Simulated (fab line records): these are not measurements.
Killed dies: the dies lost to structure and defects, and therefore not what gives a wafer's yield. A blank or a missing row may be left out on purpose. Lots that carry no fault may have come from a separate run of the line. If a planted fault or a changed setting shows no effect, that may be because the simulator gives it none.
Which tool was responsible? :: flow sky130 :: 14 lots with 42 wafers sampled at 5 steps, on a route of 708 steps

== WHAT THE GAUGES READ, wafer by wafer ==
SKY_VIA2_THK_MEAS_01.
lot: L129
measured: day 35 21:12
on: filmMetro-02
VIA2_HDPCVD_THK (nm): 1195 1185 1195

lot: L130
measured: day 36 15:08
on: filmMetro-03
VIA2_HDPCVD_THK (nm): 1181 1190 1164

lot: L133
measured: day 36 22:21
on: filmMetro-03
VIA2_HDPCVD_THK (nm): 1188 1203 1198

lot: L132
measured: day 37 00:04
on: filmMetro-03
VIA2_HDPCVD_THK (nm): 1206 1187 1193

lot: L134
measured: day 37 08:10
on: filmMetro-02
VIA2_HDPCVD_THK (nm): 1192 1194 1175

lot: L135
measured: day 38 07:04
on: filmMetro-02
VIA2_HDPCVD_THK (nm): 1199 1208 1190

lot: L141
measured: day 39 16:35
on: filmMetro-04
VIA2_HDPCVD_THK (nm): 1162 1157 1171

lot: L144
measured: day 40 13:03
on: filmMetro-03
VIA2_HDPCVD_THK (nm): 1193 1201 1183

lot: L145
measured: day 40 20:38
on: filmMetro-02
VIA2_HDPCVD_THK (nm): 1194 1201 1192

lot: L147
measured: day 41 04:34
on: filmMetro-02
VIA2_HDPCVD_THK (nm): 1186 1192 1200

lot: L148
measured: day 41 12:06
on: filmMetro-02
VIA2_HDPCVD_THK (nm): 1208 1193 1205

lot: L146
measured: day 41 11:24
on: filmMetro-02
VIA2_HDPCVD_THK (nm): 1195 1187 1182

== WHAT TOOL EACH LOT RAN ON (gives the tool, then ch and the chambers of the sampled wafers, and finally the start) ==
lot: L129
SKY_VIA1_CMP_02: cmp-02 ch 0,2,3, day 33 14:01
SKY_METAL2_SPUTTER_03: pvdSputter-01, day 34 18:09
SKY_METAL2_METAL_ETCH_19: rieMetal-03 ch 0,1, day 35 20:23
SKY_METAL2_STRIP_20: plasmaAsher-03 ch 0,1, day 35 20:29

lot: L130
SKY_VIA1_CMP_02: cmp-02 ch 0,2,3, day 34 06:55
SKY_METAL2_SPUTTER_03: pvdSputter-01, day 35 11:14
SKY_METAL2_METAL_ETCH_19: rieMetal-04 ch 0,1, day 36 14:19
SKY_METAL2_STRIP_20: plasmaAsher-01 ch 0,1, day 36 14:24

lot: L133
SKY_VIA1_CMP_02: cmp-01 ch 1,2,3, day 34 14:52
SKY_METAL2_SPUTTER_03: pvdSputter-03, day 35 18:43
SKY_METAL2_METAL_ETCH_19: rieMetal-02 ch 0,1, day 36 21:32
SKY_METAL2_STRIP_20: plasmaAsher-04 ch 0,1, day 36 21:38

lot: L132
SKY_VIA1_CMP_02: cmp-02 ch 1,3, day 34 16:11
SKY_METAL2_SPUTTER_03: pvdSputter-03, day 35 20:09
SKY_METAL2_METAL_ETCH_19: rieMetal-04 ch 0, day 36 23:11
SKY_METAL2_STRIP_20: plasmaAsher-01 ch 0,1, day 36 23:20

lot: L134
SKY_VIA1_CMP_02: cmp-02 ch 0,3, day 35 00:16
SKY_METAL2_SPUTTER_03: pvdSputter-02, day 36 04:23
SKY_METAL2_METAL_ETCH_19: rieMetal-02 ch 0,1, day 37 07:22
SKY_METAL2_STRIP_20: plasmaAsher-01 ch 0,1, day 37 07:27

lot: L135
SKY_VIA1_CMP_02: cmp-02 ch 0,1,2, day 36 00:10
SKY_METAL2_SPUTTER_03: pvdSputter-02, day 37 03:41
SKY_METAL2_METAL_ETCH_19: rieMetal-03 ch 0,1, day 38 06:16
SKY_METAL2_STRIP_20: plasmaAsher-03 ch 0,1, day 38 06:21

lot: L138
SKY_VIA1_CMP_02: cmp-02 ch 2,3, day 36 15:34
SKY_METAL2_SPUTTER_03: pvdSputter-01, day 37 20:04
SKY_METAL2_METAL_ETCH_19: rieMetal-04 ch 1, day 38 21:34
SKY_METAL2_STRIP_20: plasmaAsher-01 ch 0,1, day 38 21:44

lot: L140
SKY_VIA1_CMP_02: cmp-01 ch 0,2,3, day 37 03:00
SKY_METAL2_SPUTTER_03: pvdSputter-02, day 38 07:38
SKY_METAL2_METAL_ETCH_19: rieMetal-04 ch 0,1, day 39 09:26
SKY_METAL2_STRIP_20: plasmaAsher-04 ch 0,1, day 39 09:32

lot: L141
SKY_VIA1_CMP_02: cmp-01 ch 0,1,3, day 37 11:03
SKY_METAL2_SPUTTER_03: pvdSputter-02, day 38 14:40
SKY_METAL2_METAL_ETCH_19: rieMetal-04 ch 0,1, day 39 15:47
SKY_METAL2_STRIP_20: plasmaAsher-01 ch 0,1, day 39 15:53

lot: L144
SKY_VIA1_CMP_02: cmp-02 ch 0,1, day 38 07:49
SKY_METAL2_SPUTTER_03: pvdSputter-01, day 39 10:48
SKY_METAL2_METAL_ETCH_19: rieMetal-02 ch 0, day 40 12:11
SKY_METAL2_STRIP_20: plasmaAsher-03 ch 0,1, day 40 12:17

lot: L145
SKY_VIA1_CMP_02: cmp-01 ch 1,2,3, day 38 15:58
SKY_METAL2_SPUTTER_03: pvdSputter-02, day 39 19:07
SKY_METAL2_METAL_ETCH_19: rieMetal-04 ch 0,1, day 40 19:47
SKY_METAL2_STRIP_20: plasmaAsher-04 ch 1, day 40 19:53

lot: L147
SKY_VIA1_CMP_02: cmp-01 ch 1,2, day 38 23:43
SKY_METAL2_SPUTTER_03: pvdSputter-03, day 40 03:01
SKY_METAL2_METAL_ETCH_19: rieMetal-04 ch 0,1, day 41 03:43
SKY_METAL2_STRIP_20: plasmaAsher-01 ch 1, day 41 03:48

lot: L148
SKY_VIA1_CMP_02: cmp-02 ch 1,2,3, day 39 08:06
SKY_METAL2_SPUTTER_03: pvdSputter-03, day 40 10:07
SKY_METAL2_METAL_ETCH_19: rieMetal-02 ch 0,1, day 41 11:17
SKY_METAL2_STRIP_20: plasmaAsher-03 ch 0,1, day 41 11:23

lot: L146
SKY_VIA1_CMP_02: cmp-02 ch 0,1,2, day 39 08:25
SKY_METAL2_SPUTTER_03: pvdSputter-02, day 40 10:06
SKY_METAL2_METAL_ETCH_19: rieMetal-04 ch 1, day 41 10:35
SKY_METAL2_STRIP_20: plasmaAsher-01 ch 0,1, day 41 10:41
- SKY_VIA1_CMP_02: polishes SiO2.
- SKY_METAL2_SPUTTER_03: material Ti, target thk 5 nm, time 3.3 s.
- SKY_METAL2_METAL_ETCH_19: etches the open film in Cl2/BCl3, stops on SiO2, target depth 360 nm, time 78 s.
- SKY_METAL2_STRIP_20: strips in O2/N2.

== AS READ BY THE TOOLS THEMSELVES (means over the sampled wafers that have a number; for cases with no such wafer, the mark the record gives instead) ==
SKY_VIA1_CMP_02.
lot: L129
tool: cmp-02
motorCurrentA (A): 12.0
slurryFlowMlMin: 149.9

lot: L130
tool: cmp-02
motorCurrentA (A): 12.3
slurryFlowMlMin: 149.7

lot: L133
tool: cmp-01
motorCurrentA (A): 12.2
slurryFlowMlMin: 150.1

lot: L132
tool: cmp-02
motorCurrentA (A): 12.0
slurryFlowMlMin: 149.9

lot: L134
tool: cmp-02
motorCurrentA (A): 11.3
slurryFlowMlMin: 149.8

lot: L135
tool: cmp-02
motorCurrentA (A): 12.6
slurryFlowMlMin: 149.7

lot: L138
tool: cmp-02
motorCurrentA (A): 12.9
slurryFlowMlMin: 149.3

lot: L140
tool: cmp-01
motorCurrentA (A): 12.0
slurryFlowMlMin: 149.9

lot: L141
tool: cmp-01
motorCurrentA (A): 13.3
slurryFlowMlMin: 150.2

lot: L144
tool: cmp-02
motorCurrentA (A): 11.8
slurryFlowMlMin: 149.7

lot: L145
tool: cmp-01
motorCurrentA (A): 12.5
slurryFlowMlMin: 149.7

lot: L147
tool: cmp-01
motorCurrentA (A): 10.7
slurryFlowMlMin: 150.2

lot: L148
tool: cmp-02
motorCurrentA (A): 13.2
slurryFlowMlMin: 150.1

lot: L146
tool: cmp-02
motorCurrentA (A): 12.4
slurryFlowMlMin: 149.9

SKY_METAL2_SPUTTER_03.
lot: L129
tool: pvdSputter-01
throttleValvePct (%): 29.8

lot: L130
tool: pvdSputter-01
throttleValvePct (%): 30.9

lot: L133
tool: pvdSputter-03
throttleValvePct (%): 30.4

lot: L132
tool: pvdSputter-03
throttleValvePct (%): 29.2

lot: L134
tool: pvdSputter-02
throttleValvePct (%): 30.5

lot: L135
tool: pvdSputter-02
throttleValvePct (%): 30.4

lot: L138
tool: pvdSputter-01
throttleValvePct (%): 30.5

lot: L140
tool: pvdSputter-02
throttleValvePct (%): 29.6

lot: L141
tool: pvdSputter-02
throttleValvePct (%): 30.2

lot: L144
tool: pvdSputter-01
throttleValvePct (%): 30.5

lot: L145
tool: pvdSputter-02
throttleValvePct (%): 29.4

lot: L147
tool: pvdSputter-03
throttleValvePct (%): 31.6

lot: L148
tool: pvdSputter-03
throttleValvePct (%): 30.7

lot: L146
tool: pvdSputter-02
throttleValvePct (%): 29.6

SKY_METAL2_METAL_ETCH_19.
lot: L129
tool: rieMetal-03
bcl3FlowSccm (sccm): 30.03
biasW (W): 48.56
drypumpMotorCurrentA (A): 5.5
oesProductAu (a.u.): 0.853
throttleValvePct (%): 22.268

lot: L130
tool: rieMetal-04
bcl3FlowSccm (sccm): 30.04
biasW (W): 48.52
drypumpMotorCurrentA (A): 5.9
oesProductAu (a.u.): 0.852
throttleValvePct (%): 22.262

lot: L133
tool: rieMetal-02
bcl3FlowSccm (sccm): 30.06
biasW (W): 48.62
drypumpMotorCurrentA (A): 5.2
oesProductAu (a.u.): 0.858
throttleValvePct (%): 22.257

lot: L132
tool: rieMetal-04
bcl3FlowSccm (sccm): 29.95
biasW (W): 48.73
drypumpMotorCurrentA (A): 6.1
oesProductAu (a.u.): 0.857
throttleValvePct (%): 22.268

lot: L134
tool: rieMetal-02
bcl3FlowSccm (sccm): 30.04
biasW (W): 48.53
drypumpMotorCurrentA (A): 5.2
oesProductAu (a.u.): 0.855
throttleValvePct (%): 22.258

lot: L135
tool: rieMetal-03
bcl3FlowSccm (sccm): 30.00
biasW (W): 48.40
drypumpMotorCurrentA (A): 5.7
oesProductAu (a.u.): 0.845
throttleValvePct (%): 22.273

lot: L138
tool: rieMetal-04
bcl3FlowSccm (sccm): -
biasW (W): -
drypumpMotorCurrentA (A): -
oesProductAu (a.u.): -
throttleValvePct (%): -

lot: L140
tool: rieMetal-04
bcl3FlowSccm (sccm): -
biasW (W): -
drypumpMotorCurrentA (A): -
oesProductAu (a.u.): -
throttleValvePct (%): -

lot: L141
tool: rieMetal-04
bcl3FlowSccm (sccm): 29.90
biasW (W): 48.48
drypumpMotorCurrentA (A): 5.9
oesProductAu (a.u.): 0.862
throttleValvePct (%): 22.263

lot: L144
tool: rieMetal-02
bcl3FlowSccm (sccm): 29.92
biasW (W): 48.59
drypumpMotorCurrentA (A): 5.0
oesProductAu (a.u.): 0.853
throttleValvePct (%): 22.271

lot: L145
tool: rieMetal-04
bcl3FlowSccm (sccm): 29.99
biasW (W): 48.38
drypumpMotorCurrentA (A): 6.0
oesProductAu (a.u.): 0.853
throttleValvePct (%): 22.270

lot: L147
tool: rieMetal-04
bcl3FlowSccm (sccm): 30.01
biasW (W): 48.40
drypumpMotorCurrentA (A): 5.9
oesProductAu (a.u.): 0.859
throttleValvePct (%): 22.276

lot: L148
tool: rieMetal-02
bcl3FlowSccm (sccm): 30.11
biasW (W): 48.55
drypumpMotorCurrentA (A): 5.2
oesProductAu (a.u.): 0.853
throttleValvePct (%): 22.264

lot: L146
tool: rieMetal-04
bcl3FlowSccm (sccm): 30.01
biasW (W): 48.65
drypumpMotorCurrentA (A): 5.9
oesProductAu (a.u.): 0.851
throttleValvePct (%): 22.265

SKY_METAL2_STRIP_20.
lot: L129
tool: plasmaAsher-03
drypumpMotorCurrentA (A): 6.00
o2FlowSccm (sccm): 2998
oesProductAu (a.u.): 0.340
stripTimeToEndpointS (s): 2.70

lot: L130
tool: plasmaAsher-01
drypumpMotorCurrentA (A): 6.06
o2FlowSccm (sccm): 3010
oesProductAu (a.u.): 0.345
stripTimeToEndpointS (s): 2.75

lot: L133
tool: plasmaAsher-04
drypumpMotorCurrentA (A): 5.94
o2FlowSccm (sccm): 2999
oesProductAu (a.u.): 0.345
stripTimeToEndpointS (s): 2.74

lot: L132
tool: plasmaAsher-01
drypumpMotorCurrentA (A): 6.08
o2FlowSccm (sccm): 2992
oesProductAu (a.u.): 0.341
stripTimeToEndpointS (s): 2.73

lot: L134
tool: plasmaAsher-01
drypumpMotorCurrentA (A): 5.86
o2FlowSccm (sccm): 2999
oesProductAu (a.u.): 0.345
stripTimeToEndpointS (s): 2.75

lot: L135
tool: plasmaAsher-03
drypumpMotorCurrentA (A): 5.82
o2FlowSccm (sccm): 3018
oesProductAu (a.u.): 0.351
stripTimeToEndpointS (s): 2.71

lot: L138
tool: plasmaAsher-01
drypumpMotorCurrentA (A): 5.86
o2FlowSccm (sccm): 2995
oesProductAu (a.u.): 0.443
stripTimeToEndpointS (s): 5.19

lot: L140
tool: plasmaAsher-04
drypumpMotorCurrentA (A): 5.95
o2FlowSccm (sccm): 3005
oesProductAu (a.u.): 0.449
stripTimeToEndpointS (s): 5.19

lot: L141
tool: plasmaAsher-01
drypumpMotorCurrentA (A): 5.86
o2FlowSccm (sccm): 3008
oesProductAu (a.u.): 0.334
stripTimeToEndpointS (s): 2.71

lot: L144
tool: plasmaAsher-03
drypumpMotorCurrentA (A): 5.99
o2FlowSccm (sccm): 3005
oesProductAu (a.u.): 0.347
stripTimeToEndpointS (s): 2.77

lot: L145
tool: plasmaAsher-04
drypumpMotorCurrentA (A): 5.90
o2FlowSccm (sccm): 2999
oesProductAu (a.u.): 0.340
stripTimeToEndpointS (s): 2.69

lot: L147
tool: plasmaAsher-01
drypumpMotorCurrentA (A): 5.69
o2FlowSccm (sccm): 3001
oesProductAu (a.u.): 0.341
stripTimeToEndpointS (s): 2.71

lot: L148
tool: plasmaAsher-03
drypumpMotorCurrentA (A): 5.82
o2FlowSccm (sccm): 2995
oesProductAu (a.u.): 0.342
stripTimeToEndpointS (s): 2.75

lot: L146
tool: plasmaAsher-01
drypumpMotorCurrentA (A): 5.86
o2FlowSccm (sccm): 3002
oesProductAu (a.u.): 0.338
stripTimeToEndpointS (s): 2.73

== THE ANSWER, worked out from the rows above alone ==
Rule: what is usual is taken from the lots themselves. Put in order of their means at a reading, lots are off if they are a third of the lots or fewer, leave a main group of 4 or more, and stand apart from it by a gap of 3 or more times the standard deviation of the main group's means; of several such gaps the widest counts. A main group is skipped when, at the precision printed for the reading in the tables above, its means are all equal. Also off: a lot with no number at a reading for which 4 or more lots have one. Where the step has rows for the other lots, those lots are counted as sound. After the gauges, taken in route order, come the tools' own readings; for these a lot's mean is taken, as printed above. At the first step where some lot is off, the reading lying furthest off is the one used; lots without a number count as furthest.
Off at SKY_METAL2_METAL_ETCH_19 (bcl3FlowSccm): L138, L140. Without a number there: L138, L140. Main group: mean 30.00 sccm, sd 0.057.
A tool fits if, at that step or a process step before it, it ran every lot that is off, and no sound lot after the first of them. Of those tried, none fits.

== WHAT THE SIMULATOR HAD INSERTED ==
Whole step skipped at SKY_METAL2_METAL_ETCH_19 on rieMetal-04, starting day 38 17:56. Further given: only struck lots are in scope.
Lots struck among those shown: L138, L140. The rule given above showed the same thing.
